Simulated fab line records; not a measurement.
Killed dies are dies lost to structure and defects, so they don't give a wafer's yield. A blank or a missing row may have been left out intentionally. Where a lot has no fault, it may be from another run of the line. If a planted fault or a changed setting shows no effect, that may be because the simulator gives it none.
fab line records	flow sky130
record lots=11	wafers=33	last-day=50
route steps=708 shown METAL3@533 CAPM@549 VIA3@576 PAD_OPEN@708
lots untouched by any fault: they come from a run of this same line in which no faults occurred
start-h: hours from the record's first day to the start of the lot's first wafer shown	wait-h: hours since the lot's step before	" unchanged from the row above	L1.1+2: one row covering several wafers at once	- no value, or no start given	* or withheld: withheld	< > ~ a bound
route shown NAME@n: NAME is a module with steps in the file, n the number in the route of the first one	usual: mean and standard deviation over wafers with no fault	same: alike in all rows	chamber/n: place in a boat	sites: per-site readings	_std_site: their standard deviation	_edge_site: the outer-site mean with the inner-site mean subtracted	radius-mm: for every site, how far away it sits from the centre of the wafer	mask NAME#n: copy n	behind: the most recent tool/chamber to have shaped the wafer	hold: reason for holding the lot/hours on hold/outcome of the hold	device: the transistor (n, p or np) that didn't switch	end of line: the same wafers' tests at the end of the route	a step given without rows: its recipe and nothing more	killed: at the first sort, the dies lost to defects and structure; wafer yield is something else	map: a wafer's dies, marking killed ones x, the rest . and places with no die _
set.NAME: setting as actually run; set.NAME@STEP: the setting as run at that earlier step	model.NAME: the simulator's own value behind a step, which no gauge read
steps of the route over a sample of lots; a table a step, a row a wafer
services: the hour from which a tool's chamber was out of use, counted from the record's first day as start-h (under 0 if before that day), plus the number of hours and why
## steps
# step SKY_METAL3_SPUTTER_01
# recipe material=TiN	target-thk-nm=20	power-w=6500	time-s=16.7	chamber-pressure-pa=0.4
# usual throttle-valve-pct=29.9/0.88
lot.wafer	tool	chamber	start-h	wait-h	throttle-valve-pct
L193.1	pvd-sputter-03	-	868.93	0.0	32.1
L193.5	"	-	"	"	29.5
L193.6	"	-	"	"	28.9
L196.4	pvd-sputter-04	-	898.10	0.0	28.8
L196.5	"	-	"	"	29.2
L196.6	"	-	"	"	30.3
L199.1	pvd-sputter-04	-	916.64	0.0	29.3
L199.2	"	-	"	"	29.9
L199.6	"	-	"	"	29.2
L202.1	pvd-sputter-04	-	936.37	0.0	30.0
L202.3	"	-	"	"	31.8
L202.6	"	-	"	"	30.2
L206.1	pvd-sputter-01	-	965.03	0.0	29.5
L206.3	"	-	"	"	29.5
L206.6	"	-	"	"	30.1
L207.3	pvd-sputter-04	-	975.28	0.0	31.5
L207.4	"	-	"	"	29.2
L207.5	"	-	"	"	31.7
L208.2	pvd-sputter-04	-	992.15	0.0	31.7
L208.3	"	-	"	"	29.3
L208.5	"	-	"	"	30.0
L209.1	pvd-sputter-01	-	993.66	0.0	29.9
L209.2	"	-	"	"	29.3
L209.3	"	-	"	"	29.2
L211.1	pvd-sputter-03	-	994.94	0.0	29.4
L211.2	"	-	"	"	31.9
L211.4	"	-	"	"	29.5
L210.2	pvd-sputter-03	-	997.61	0.0	29.5
L210.4	"	-	"	"	29.4
L210.6	"	-	"	"	29.0
L212.1	pvd-sputter-03	-	1002.04	0.0	32.0
L212.4	"	-	"	"	29.1
L212.5	"	-	"	"	29.3
# step SKY_CAPM_OVL_MEAS_12
# usual CAPM_OVL=1.0/1.4
lot.wafer	tool	chamber	start-h	wait-h	CAPM_OVL[nm]
L193.1	overlay-01	-	895.10	0.1	2.4
L193.5	"	-	"	"	2.5
L193.6	"	-	"	"	2.3
L196.4	overlay-01	-	923.32	0.1	1.6
L196.5	"	-	"	"	1.6
L196.6	"	-	"	"	2.8
L199.1	overlay-02	-	940.90	0.1	-0.3
L199.2	"	-	"	"	2.5
L199.6	"	-	"	"	-1.2
L202.1	overlay-02	-	960.65	0.1	-0.4
L202.3	"	-	"	"	0.4
L202.6	"	-	"	"	-0.9
L206.1	overlay-02	-	989.25	0.1	0.4
L206.3	"	-	"	"	0.3
L206.6	"	-	"	"	1.0
L207.3	overlay-02	-	999.37	0.1	-1.7
L207.4	"	-	"	"	0.3
L207.5	"	-	"	"	-2.7
L208.2	overlay-01	-	1014.66	0.1	1.0
L208.3	"	-	"	"	1.4
L208.5	"	-	"	"	1.3
L209.1	overlay-02	-	1016.39	0.1	-1.3
L209.2	"	-	"	"	1.7
L209.3	"	-	"	"	-0.1
L211.1	overlay-02	-	1018.60	0.1	0.6
L211.2	"	-	"	"	1.6
L211.4	"	-	"	"	1.3
L210.2	overlay-01	-	1020.66	0.1	1.8
L210.4	"	-	"	"	0.0
L210.6	"	-	"	"	-0.2
L212.1	overlay-01	-	1024.96	0.1	2.4
L212.4	"	-	"	"	2.4
L212.5	"	-	"	"	1.1
# step SKY_METAL3_ETCH_16
# recipe chemistry=N2/H2	target=BARC	ion-energy-ev=200	bias-w=100	pressure-mtorr=30	n2-flow-sccm=100	h2-flow-sccm=200	icp-w=500	stop-on=SiO2	time-s=88.2	target-depth-a=600
# usual drypump-motor-current-A=5.55/0.29	oes-product-au=0.627/0.0049	throttle-valve-pct=13.206/0.0092
lot.wafer	tool	chamber	start-h	wait-h	drypump-motor-current-A	oes-product-au	rf-hours-counter-h	throttle-valve-pct
L193.1	rie-metal-03	1	919.77	0.0	5.72	0.624	9	13.216
L193.5	"	1	"	"	5.72	0.636	-	13.214
L193.6	"	0	"	"	5.47	0.626	-	13.213
L196.4	rie-metal-04	0	948.75	0.0	5.93	0.629	-	13.201
L196.5	"	1	"	"	5.68	0.631	-	13.202
L196.6	"	0	"	"	5.94	0.627	-	13.200
L199.1	rie-metal-03	0	966.27	0.0	5.43	0.623	10	13.211
L199.2	"	1	"	"	5.73	0.631	11	13.208
L199.6	"	1	"	"	5.72	0.621	-	13.198
L202.1	rie-metal-03	0	984.84	0.0	5.49	0.630	11	13.209
L202.3	"	1	"	"	5.72	0.626	-	13.210
L202.6	"	0	"	"	5.44	0.616	-	13.189
L206.1	rie-metal-02	1	1013.62	0.0	5.63	0.629	12	13.193
L206.3	"	1	"	"	5.62	0.619	-	13.219
L206.6	"	0	"	"	5.07	0.621	-	13.203
L207.3	rie-metal-02	1	1022.75	0.0	5.63	0.624	-	13.210
L207.4	"	0	"	"	5.04	0.624	-	13.204
L207.5	"	1	"	"	5.63	0.633	-	13.206
L208.2	rie-metal-02	0	1038.34	0.0	5.05	0.624	21	13.215
L208.3	"	0	"	"	5.06	0.616	-	13.200
L208.5	"	1	"	"	5.60	0.628	-	13.196
L209.1	rie-metal-04	0	1039.47	0.0	5.97	0.629	13	13.201
L209.2	"	1	"	"	5.65	0.625	6	13.224
L209.3	"	0	"	"	5.95	0.632	-	13.205
L211.1	rie-metal-03	1	1042.57	0.0	5.73	0.628	15	13.214
L211.2	"	0	"	"	5.51	0.628	12	13.205
L211.4	"	0	"	"	5.49	0.628	-	13.212
L210.2	rie-metal-03	1	1044.47	0.0	5.71	0.633	15	13.208
L210.4	"	1	"	"	5.71	0.618	-	13.203
L210.6	"	1	"	"	5.73	0.626	-	13.197
L212.1	rie-metal-02	1	1048.69	0.0	5.67	0.631	16	13.211
L212.4	"	0	"	"	5.07	0.634	-	13.205
L212.5	"	1	"	"	5.66	0.618	-	13.202
# step SKY_METAL3_STRIP_19
# recipe chemistry=O2/N2	power-w=1400	pressure-mtorr=1500	platen-temp-c=withheld	o2-flow-sccm=3000	n2-flow-sccm=300	overash-fraction=0.5
# usual drypump-motor-current-A=5.6/0.44	oes-product-au=0.503/0.0054	strip-time-to-endpoint-s=6.54/0.066
lot.wafer	tool	chamber	start-h	wait-h	drypump-motor-current-A	oes-product-au	rf-hours-counter-h	strip-time-to-endpoint-s
L193.1	plasma-asher-03	1	920.07	0.1	6.2	0.501	51	6.51
L193.5	"	1	"	"	6.1	0.497	-	6.51
L193.6	"	0	"	"	5.9	0.494	-	6.49
L196.4	plasma-asher-03	1	949.05	0.1	6.1	0.503	-	6.65
L196.5	"	0	"	"	5.9	0.508	-	6.67
L196.6	"	1	"	"	6.1	0.513	-	6.69
L199.1	plasma-asher-04	0	966.57	0.1	6.0	0.503	21	6.50
L199.2	"	1	"	"	5.6	0.499	21	6.42
L199.6	"	0	"	"	6.0	0.504	-	6.52
L202.1	plasma-asher-02	0	985.14	0.1	5.5	0.505	85	6.47
L202.3	"	0	"	"	5.5	0.506	-	6.58
L202.6	"	0	"	"	5.5	0.517	-	6.75
L206.1	plasma-asher-02	0	1013.92	0.1	5.5	0.507	87	6.54
L206.3	"	0	"	"	5.5	0.502	-	6.59
L206.6	"	0	"	"	5.5	0.510	-	6.62
L207.3	plasma-asher-02	0	1023.05	0.1	5.5	0.504	-	6.53
L207.4	"	1	"	"	4.9	0.499	-	6.56
L207.5	"	1	"	"	4.9	0.495	-	6.51
L208.2	plasma-asher-04	1	1038.64	0.1	5.6	0.499	28	6.47
L208.3	"	0	"	"	6.0	0.509	-	6.52
L208.5	"	1	"	"	5.5	0.501	-	6.49
L209.1	plasma-asher-04	0	1039.77	0.1	5.9	0.509	28	6.63
L209.2	"	1	"	"	5.6	0.518	28	6.70
L209.3	"	0	"	"	6.0	0.507	-	6.66
L211.1	plasma-asher-02	1	1042.87	0.1	4.9	0.502	90	6.51
L211.2	"	0	"	"	5.5	0.501	90	6.53
L211.4	"	0	"	"	5.5	0.500	-	6.52
L210.2	plasma-asher-02	0	1044.77	0.1	5.5	0.504	90	6.60
L210.4	"	0	"	"	5.5	0.504	-	6.60
L210.6	"	0	"	"	5.5	0.501	-	6.49
L212.1	plasma-asher-02	1	1049.01	0.1	4.9	0.505	91	6.54
L212.4	"	0	"	"	5.5	0.496	-	6.68
L212.5	"	1	"	"	4.9	0.503	-	6.50
# step SKY_VIA3_BOW_MEAS_03
# recipe mode=bow
# usual VIA3_BOW=78/8.5
lot.wafer	tool	chamber	start-h	wait-h	VIA3_BOW[um]
L193.1	film-metro-02	-	921.19	0.2	68
L193.5	"	-	"	"	71
L193.6	"	-	"	"	79
L196.4	film-metro-02	-	950.30	0.3	59
L196.5	"	-	"	"	76
L196.6	"	-	"	"	59
L199.1	film-metro-01	-	967.84	0.1	78
L199.2	"	-	"	"	88
L199.6	"	-	"	"	74
L202.1	film-metro-02	-	986.26	0.2	84
L202.3	"	-	"	"	83
L202.6	"	-	"	"	73
L206.1	film-metro-01	-	1015.09	0.2	81
L206.3	"	-	"	"	98
L206.6	"	-	"	"	90
L207.3	film-metro-04	-	1024.18	0.3	69
L207.4	"	-	"	"	76
L207.5	"	-	"	"	77
L208.2	film-metro-04	-	1040.12	0.2	64
L208.3	"	-	"	"	80
L208.5	"	-	"	"	80
L209.1	film-metro-02	-	1040.95	0.2	84
L209.2	"	-	"	"	81
L209.3	"	-	"	"	81
L211.1	film-metro-01	-	1043.99	0.2	85
L211.2	"	-	"	"	90
L211.4	"	-	"	"	92
L210.2	film-metro-02	-	1046.08	0.1	69
L210.4	"	-	"	"	75
L210.6	"	-	"	"	84
L212.1	film-metro-02	-	1050.30	0.1	68
L212.4	"	-	"	"	73
L212.5	"	-	"	"	78
# step SKY_PAD_OPEN_PROBE_99
# usual defect-limited-yield=82.3/2	killed_at_M0_to_M3=44/7.8	killed_at_M4_up=2.9/1.7	killed-at-contacts=24/5.4	killed-at-front-end=15/4.5	killed-at-other=0.3/0.55	killed-dies=87/10	killed-open=48/7.4	killed-short=39/5.9	sort_bin_3_pad_short=0.9/0.42	sort_bin_5_function=10.4/1.5	sort_bin_6_memory=6.4/1.2	sort-n-pass=405/10	sort-yield-pct=82.3/2
# same gross-dies=492	killed-at-back-side=0	sort_bin_4_leakage[%]=0	sort_bin_8_speed[%]=0
lot.wafer	tool	chamber	start-h	wait-h	defect-limited-yield[%]	killed_at_M0_to_M3	killed_at_M4_up	killed-at-contacts	killed-at-front-end	killed-at-other	killed-dies	killed-open	killed-short	sort_bin_3_pad_short[%]	sort_bin_5_function[%]	sort_bin_6_memory[%]	sort-n-pass	sort-yield-pct[%]
L193.1	prober-01	-	1091.30	0.1	80.9	43	2	31	18	0	94	50	44	1.2	11.4	6.5	398	80.9
L193.5	prober-01	-	1091.50	0.2	81.9	44	3	29	13	0	89	43	46	0.6	10.4	7.1	403	81.9
L193.6	prober-01	-	1091.55	0.2	82.1	46	2	22	18	0	88	57	31	0.6	9.8	7.5	404	82.1
L199.1	prober-01	-	1127.20	0.1	86.6	32	4	17	13	0	66	36	30	0.2	7.7	5.5	426	86.6
L199.2	prober-01	-	1127.25	0.1	82.5	43	2	25	16	0	86	45	41	0.2	10.8	6.5	406	82.5
L199.6	prober-01	-	1127.45	0.2	78.7	48	3	33	21	0	105	58	47	1.4	13.0	6.9	387	78.7
L202.1	prober-01	-	1141.79	0.1	82.3	45	6	20	16	0	87	53	34	0.6	11.2	5.9	405	82.3
L202.3	prober-01	-	1141.89	0.2	85.2	37	2	18	16	0	73	44	29	0.6	10.6	3.7	419	85.2
L202.6	prober-01	-	1142.04	0.2	79.7	56	3	20	21	0	100	47	53	0.6	12.8	6.9	392	79.7
L206.1	prober-02	-	1164.61	0.1	83.9	45	2	23	9	0	79	48	31	0.8	7.3	7.9	413	83.9
L206.3	prober-02	-	1164.71	0.2	79.7	50	4	28	16	2	100	56	44	1.4	11.8	7.1	392	79.7
L206.6	prober-02	-	1164.86	0.2	80.7	46	4	27	17	1	95	58	37	1.0	9.8	8.5	397	80.7
L211.1	prober-02	-	1186.12	0.1	83.5	43	2	20	16	0	81	40	41	1.2	8.5	6.7	411	83.5
L211.2	prober-02	-	1186.17	0.1	83.1	44	1	23	15	0	83	42	41	0.6	10.6	5.7	409	83.1
L211.4	prober-02	-	1186.27	0.2	79.9	49	9	24	16	1	99	51	48	1.2	12.6	6.3	393	79.9
L208.2	prober-01	-	1186.17	0.1	85.2	31	3	29	10	0	73	41	32	1.0	8.1	5.7	419	85.2
L208.3	prober-01	-	1186.22	0.2	85.0	34	1	25	14	0	74	39	35	0.2	10.2	4.7	418	85.0
L208.5	prober-01	-	1186.32	0.2	83.3	32	3	29	18	0	82	47	35	1.0	11.2	4.5	410	83.3
# killed by level:class
L193.1 CONTACT:geometric-particle:open=11 VIA2:geometric-particle:open=9 CONTACT:geometric-particle:short=8 LI_CONTACT:geometric-particle:open=7 VIA1:geometric-particle:open=7 VIA3:geometric-particle:open=6 VIA1:geometric-particle:short=6 POLY_GATE:geometric-particle:short=5
L193.5 CONTACT:geometric-particle:open=9 VIA3:geometric-particle:open=8 VIA1:geometric-particle:open=7 LI_CONTACT:geometric-particle:short=6 VIA1:geometric-particle:short=6 CONTACT:geometric-particle:short=5 METAL2:geometric-particle:short=5 VIA2:geometric-particle:open=5
L193.6 VIA1:geometric-particle:open=14 CONTACT:geometric-particle:open=10 POLY_GATE:geometric-particle:open=8 LI_CONTACT:geometric-particle:open=7 VIA1:geometric-particle:short=6 VIA3:geometric-particle:open=6 VIA2:geometric-particle:open=5 POLY_GATE:geometric-particle:short=4
L199.1 CONTACT:geometric-particle:open=7 VIA1:geometric-particle:open=7 FIELD_ISO:geometric-particle:short=6 LI_CONTACT:geometric-particle:open=4 METAL1:geometric-particle:short=4 METAL2:geometric-particle:short=4 VIA2:geometric-particle:open=4 CONTACT:geometric-particle:short=3
L199.2 CONTACT:geometric-particle:open=12 VIA2:geometric-particle:open=10 FIELD_ISO:geometric-particle:short=7 METAL1:geometric-particle:short=6 FIELD_ISO:geometric-particle:open=5 LI_CONTACT:geometric-particle:open=5 VIA2:geometric-particle:short=5 LOCAL_INTERCONNECT:geometric-particle:short=4
L199.6 VIA1:geometric-particle:open=12 LI_CONTACT:geometric-particle:open=10 CONTACT:geometric-particle:open=9 LOCAL_INTERCONNECT:geometric-particle:short=8 FIELD_ISO:geometric-particle:short=7 VIA3:geometric-particle:open=7 METAL2:geometric-particle:short=6 POLY_GATE:geometric-particle:short=5
L202.1 VIA1:geometric-particle:open=11 CONTACT:geometric-particle:open=10 VIA3:geometric-particle:open=9 METAL2:geometric-particle:short=8 LI_CONTACT:geometric-particle:open=6 FIELD_ISO:geometric-particle:short=4 POLY_GATE:geometric-particle:open=4 SPACER:geometric-particle:open=4
L202.3 VIA1:geometric-particle:open=14 CONTACT:geometric-particle:open=7 FIELD_ISO:geometric-particle:open=6 LOCAL_INTERCONNECT:geometric-particle:short=6 VIA3:geometric-particle:open=4 VIA1:geometric-particle:short=4 VIA2:geometric-particle:open=4 FIELD_ISO:geometric-particle:short=3
L202.6 METAL1:geometric-particle:short=12 FIELD_ISO:geometric-particle:short=10 VIA3:geometric-particle:open=10 CONTACT:geometric-particle:open=8 VIA1:geometric-particle:open=8 CONTACT:geometric-particle:short=6 FIELD_ISO:geometric-particle:open=5 VIA1:geometric-particle:short=5
L206.1 VIA1:geometric-particle:open=12 CONTACT:geometric-particle:open=9 LI_CONTACT:geometric-particle:open=6 VIA1:geometric-particle:short=6 VIA3:geometric-particle:open=6 METAL2:geometric-particle:short=5 VIA2:geometric-particle:open=5 LOCAL_INTERCONNECT:geometric-particle:short=4
L206.3 CONTACT:geometric-particle:open=14 METAL1:geometric-particle:short=12 VIA1:geometric-particle:open=11 FIELD_ISO:geometric-particle:open=7 LI_CONTACT:geometric-particle:open=7 VIA1:geometric-particle:short=6 LI_CONTACT:geometric-particle:short=4 VIA3:geometric-particle:open=4
L206.6 CONTACT:geometric-particle:open=12 VIA1:geometric-particle:open=10 VIA3:geometric-particle:open=10 LI_CONTACT:geometric-particle:open=6 VIA2:geometric-particle:open=6 VIA1:geometric-particle:short=5 CONTACT:geometric-particle:short=5 METAL1:geometric-particle:short=5
L211.1 VIA1:geometric-particle:open=10 VIA1:geometric-particle:short=8 CONTACT:geometric-particle:open=6 METAL2:geometric-particle:short=5 VIA2:geometric-particle:open=5 VIA3:geometric-particle:open=5 FIELD_ISO:geometric-particle:short=4 POLY_GATE:geometric-particle:short=4
L208.2 CONTACT:geometric-particle:open=10 LI_CONTACT:geometric-particle:open=6 CONTACT:geometric-particle:short=6 VIA2:geometric-particle:open=6 METAL1:geometric-particle:short=5 VIA1:geometric-particle:open=5 VIA3:geometric-particle:open=4 VIA3:geometric-particle:short=4
L211.2 VIA3:geometric-particle:open=10 METAL1:geometric-particle:short=9 VIA1:geometric-particle:open=8 LI_CONTACT:geometric-particle:open=7 METAL2:geometric-particle:short=6 POLY_GATE:geometric-particle:short=5 CONTACT:geometric-particle:open=5 FIELD_ISO:geometric-particle:open=4
L208.3 CONTACT:geometric-particle:open=12 METAL1:geometric-particle:short=8 VIA1:geometric-particle:open=8 LI_CONTACT:geometric-particle:open=7 VIA3:geometric-particle:short=4 METAL2:geometric-particle:short=4 VIA1:geometric-particle:short=4 POLY_GATE:geometric-particle:short=3
L211.4 VIA1:geometric-particle:open=11 LI_CONTACT:geometric-particle:open=11 METAL4:geometric-particle:short=7 VIA3:geometric-particle:short=6 VIA1:geometric-particle:short=6 VIA3:geometric-particle:open=6 POLY_GATE:geometric-particle:open=5 LOCAL_INTERCONNECT:geometric-particle:short=4
L208.5 VIA1:geometric-particle:open=12 CONTACT:geometric-particle:open=11 LI_CONTACT:geometric-particle:open=6 LOCAL_INTERCONNECT:geometric-particle:short=5 FIELD_ISO:geometric-particle:open=4 CONTACT:geometric-particle:short=4 VIA1:geometric-particle:short=4 VIA2:geometric-particle:open=4
## services
tool	chamber	start-h	hours	kind
plasma-asher-04	-	869.57	28.1	pm
rie-metal-04	1	871.87	-	clean
rie-metal-04	1	871.87	15.8	scheduled-down
pvd-sputter-01	-	888.00	1.1	repair
plasma-asher-03	-	911.29	0.5	repair
pvd-sputter-04	-	911.49	1.2	repair
pvd-sputter-04	-	918.46	2.5	repair
plasma-asher-02	-	920.26	4.9	repair
rie-metal-02	-	957.62	2.8	pm
pvd-sputter-03	-	965.85	3.1	repair
plasma-asher-03	-	966.84	2.2	repair
rie-metal-04	-	989.14	4.4	repair
pvd-sputter-04	-	995.89	2.4	repair
rie-metal-03	0	996.43	9.7	repair
rie-metal-03	-	997.88	1.4	pm
pvd-sputter-03	-	998.68	1.3	repair
rie-metal-04	-	1002.80	28.1	pm
rie-metal-03	-	1014.17	28.1	pm
pvd-sputter-04	3	1022.09	-	consumable-replace:kit
pvd-sputter-04	3	1022.09	18.0	scheduled-down
pvd-sputter-04	3	1022.09	18.0	vent-cycle
pvd-sputter-03	3	1030.98	-	consumable-replace:kit
pvd-sputter-03	3	1030.98	18.0	scheduled-down
pvd-sputter-03	3	1030.98	18.0	vent-cycle
## key
first-sign step=SKY_METAL3_STRIP_19	reading=strip-time-to-endpoint-s	direction=up	sigmas=3.2	usual=*	struck=*
effect none on later readings
met-at SKY_METAL3_ETCH_16
struck-lots L202
struck-wafers L202.6
not-acting-at SKY_METAL3_SPUTTER_01,SKY_CAPM_OVL_MEAS_12,SKY_VIA3_BOW_MEAS_03
onset-between 966.27 984.84
fault kind=process-parameter-drift	tool=rie-metal-03	chamber=-	onset-h=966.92	steps=SKY_METAL3_ETCH_16	channel=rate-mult	offset=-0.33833	shape=step	end-h=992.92	scope=struck-wafers-only
